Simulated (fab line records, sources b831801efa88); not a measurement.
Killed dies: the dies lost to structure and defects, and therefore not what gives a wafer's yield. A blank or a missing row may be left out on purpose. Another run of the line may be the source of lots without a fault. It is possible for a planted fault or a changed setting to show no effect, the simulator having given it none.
Struck lot and sound lot, side by side + flow sky130 + 15 out of 708 route steps
Sound: wafers L556.1, L556.5, L556.6. Wafers struck: L565.3, L565.4, L565.5. The cause comes at the end.
Per side, at each step with rows, come the tool, then ch with its chambers, and then its first start. Under that, the readings that differ: sound wafers + struck wafers + difference of the means + sigmas: that difference in standard deviations of wafers without a fault.
alike: words and numbers the same on both sides, and readings whose means are apart by under 2 such deviations; not compared: readings that were withheld, readings missing a value for some wafer, numbers with overlapping values and no deviation given by the record, and bounds like >300 which may hide the same value.
Wherever a step has rows on one side only, a row that says differs or no value, or a row with sigmas, the two part there. Non-overlapping numbers with no deviation appear without sigmas and do not part them. Lack of a reading on every wafer of one side parts them only where that side has two or more wafers.

SKY_LDD_HVP_TW_MEAS_10:
  sound on filmMetro-04, day 24 09:14; struck on filmMetro-03, day 27 15:48
| reading    | sound       | struck      | difference | sigmas |
|------------|-------------|-------------|------------|--------|
| LDD_HVP_TW | 460 461 459 | 469 470 469 | +9         | +2     |
then, 7 steps without rows for these wafers: SKY_LDD_LDN_DEHYDRATE_00 (time 60 s); SKY_LDD_LDN_HMDS_01 (prime time 60 s); SKY_LDD_LDN_COAT_02 (resist thk 1140 nm); SKY_LDD_LDN_SOFTBAKE_03 (time 60 s); SKY_LDD_LDN_EXPOSE_04 (exposes mask LDNTM, target cd 700 nm); SKY_LDD_LDN_PEB_05; SKY_LDD_LDN_DEVELOP_06 (develop time 60 s).
SKY_LDD_LDN_OVL_MEAS_07:
  sound on overlay-01, day 25 15:39; struck on overlay-01, day 28 18:23
  alike: LDD_LDN_OVL
then, 3 steps without rows for these wafers: SKY_LDD_LDN_IMPLANT_08; SKY_LDD_LDN_IMPLANT_09; SKY_LDD_LDN_IMPLANT_10.
SKY_LDD_LDN_IMPLANT_11:
  sound on implanter-04 ch 0, day 25 16:08; struck on implanter-03 ch 0, day 28 18:54
| reading                  | sound                | struck               | difference | sigmas      |
|--------------------------|----------------------|----------------------|------------|-------------|
| beamEnergyKeV            | 15.008 14.997 15.000 | 16.491 16.497 16.493 | +1.492     | +99 or more |
| model.implant.rpNm (nm)  | 13.61 13.61 13.61    | 13.69 13.69 13.69    | +0.08      |             |
| model.implant.drpNm (nm) | 5.933 5.933 5.933    | 6.323 6.323 6.323    | +0.390     |             |
  alike: doseIonsCm2, faradayCurrentUA, rotationDeg
SKY_LDD_LDN_STRIP_12: strips in O2/N2.
  sound on plasmaAsher-04 ch 0,1, day 25 16:17; struck on plasmaAsher-02 ch 0,1, day 28 19:02
  alike: drypumpMotorCurrentA, oesProductAu, stripTimeToEndpointS
  not compared: rfHoursCounterH
then, 1 step without rows for these wafers: SKY_PAD_OPEN_PROBE_99.

## WHERE THEY PART
First at SKY_LDD_HVP_TW_MEAS_10; last, within this record, at SKY_LDD_LDN_IMPLANT_11. Later steps at which nothing parts them and some readings are alike: SKY_LDD_LDN_STRIP_12.

WHY: whatever the simulator had introduced
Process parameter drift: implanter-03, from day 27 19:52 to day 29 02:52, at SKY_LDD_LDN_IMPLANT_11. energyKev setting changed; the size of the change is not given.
